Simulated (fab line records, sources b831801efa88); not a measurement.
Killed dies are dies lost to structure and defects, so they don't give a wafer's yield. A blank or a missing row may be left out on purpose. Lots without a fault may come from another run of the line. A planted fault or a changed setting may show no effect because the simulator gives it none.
A struck lot beside a sound one | flow sky130 | 15 steps out of a route of 708
Sound: wafers L110.2, L110.3, L110.5. Struck: wafer L127.2. (L127.5 of the same lot was not struck and is left out.) The cause comes at the end.
At each step with rows: each side's tool, then ch and its chambers, then its first start. Under that, the readings that differ: sound wafers | struck wafers | difference of the means | sigmas: that difference in standard deviations of wafers without a fault.
alike: readings whose means differ by less than 2 such deviations, and words and numbers that are the same on both sides. not compared: withheld readings, readings that some wafer has no value for, bounds like >300 that may hide the same value, and numbers for which the record gives no deviation and whose values overlap.
The two part at a step that has a row with sigmas, a row that says differs or no value, or rows on one side only. Numbers that don't overlap but have no deviation are shown without sigmas and don't part them. A reading that every wafer of one side lacks parts them only if that side has two wafers or more.

SKY_CONTACT_OVL_MEAS_15:
  sound on overlay-01, day 32 12:10; struck on overlay-01, day 37 16:23
  alike: CONTACT_OVL
SKY_CONTACT_ETCH_16: etches BARC in N2/H2, stops on SiO2, time 45.9 s, target depth 60 nm.
  sound on rie_diel-04 ch 0,2, day 32 12:11; struck on rie_diel-04 ch 1, day 37 16:25
  reading            | sound             | struck | difference | sigmas
  rf_fwd_power_W (W) | 489.6 492.6 490.4 | 494.5  | +3.6       | +2
  alike: chamber_pressure_mTorr, drypump_motor_current_A, h2_flow_sccm, oes_product_au, throttle_valve_pct
  not compared: rf_hours_counter_h
then, 1 step without rows for these wafers: SKY_CONTACT_ETCH_17 (etches SiO2 in C4F8/O2/Ar, stops on Si3N4, target depth 340 nm).
SKY_CONTACT_ETCH_18: etches Si3N4 in CHF3/O2, stops on TiN, time 39 s, target depth 75 nm.
  sound on rie_diel-04 ch 0,2; struck on rie_diel-04 ch 1
  alike: chamber_pressure_mTorr, chf3_flow_sccm, drypump_motor_current_A, oes_product_au, rf_fwd_power_W, throttle_valve_pct
  not compared: rf_hours_counter_h
SKY_CONTACT_STRIP_19: strips in O2/N2.
  sound on plasma_asher-03 ch 0, day 32 12:20; struck on plasma_asher-02 ch 1, day 37 16:32
  reading                      | sound             | struck | difference | sigmas
  strip_time_to_endpoint_s (s) | 3.645 3.602 3.631 | 3.558  | -0.068     | -3
  alike: chamber_pressure_mTorr, drypump_motor_current_A, oes_product_au
  not compared: rf_hours_counter_h
then, 4 steps without rows for these wafers: SKY_CONTACT_STRIP_20 (strips in post etch residue remover, time 1200 s); SKY_CONTACT_CLEAN_21 (cleans in IPA, time 180 s); SKY_CONTACT_CLEAN_22 (cleans in O3/DIW); SKY_CONTACT_SPUTTER_23 (material TiN, target thk 20 nm, time 80 s).
SKY_CONTACT_CVD_24: deposits W, target thk 340 nm, time 102.12 s.
  sound on cvd_w-02 ch 0,1, day 32 12:59; struck on cvd_w-02 ch 0, day 37 17:12
  alike: heater_power_w
SKY_CONTACT_RS_MEAS_25: measures by four-point-probe.
  sound on film_metro-02, day 32 13:07; struck on film_metro-02, day 37 17:20
  alike: CONTACT_W_RS
SKY_CONTACT_THK_MEAS_26: measures by xrf.
  sound on film_metro-02, day 32 13:14; struck on film_metro-02, day 37 17:26
  alike: CONTACT_W_THK
SKY_CONTACT_CMP_27: polishes, stops on SiO2, t overpolish 15 s, target thk 0 nm.
  sound on cmp-02 ch 0,1,2, day 32 13:23; struck on cmp-02 ch 2, day 37 17:32
  reading                | sound                | struck | difference | sigmas
  overpolish_run_s (s)   | 14.995 15.000 15.008 | 0.044  | -14.957    | -99 or more
  time_to_endpoint_s (s) | 78 79 79             | 125    | +46        | +13
  alike: edge_zone_pressure_frac, motor_current_A
SKY_METAL1_SPUTTER_00: material Ti, target thk 15 nm, time 10 s.
  the record has rows for the sound wafers here (pvd_sputter-03, day 32 13:35) and none for the struck ones
-- the record jumps here: 13 days lie between the struck wafers' starts before and after (it left off in module METAL1 and takes up again in module PAD_OPEN, whose first step shown is number 708 of the route) --
SKY_PAD_OPEN_PROBE_99:
  sound on prober-02, day 46 12:04; struck on prober-01, day 50 05:52
  reading            | sound      | struck | difference | sigmas
  killed_at_M0_to_M3 | 58 49 60   | 38     | -18        | -2
  killed_at_contacts | 25 26 29   | 444    | +417       | +76
  killed_dies        | 106 94 107 | 492    | +390       | +41
  killed_on_rim      | 19 18 23   | 96     | +76        | +20
  killed_open        | 56 60 60   | 39     | -20        | -3
  killed_short       | 50 34 47   | 30     | -14        | -2
  alike: killed_at_M4_up, killed_at_front_end, killed_at_other

WHERE THEY PART
First at SKY_CONTACT_ETCH_16; last, within this record, at SKY_PAD_OPEN_PROBE_99.

WHY: what the simulator had put in
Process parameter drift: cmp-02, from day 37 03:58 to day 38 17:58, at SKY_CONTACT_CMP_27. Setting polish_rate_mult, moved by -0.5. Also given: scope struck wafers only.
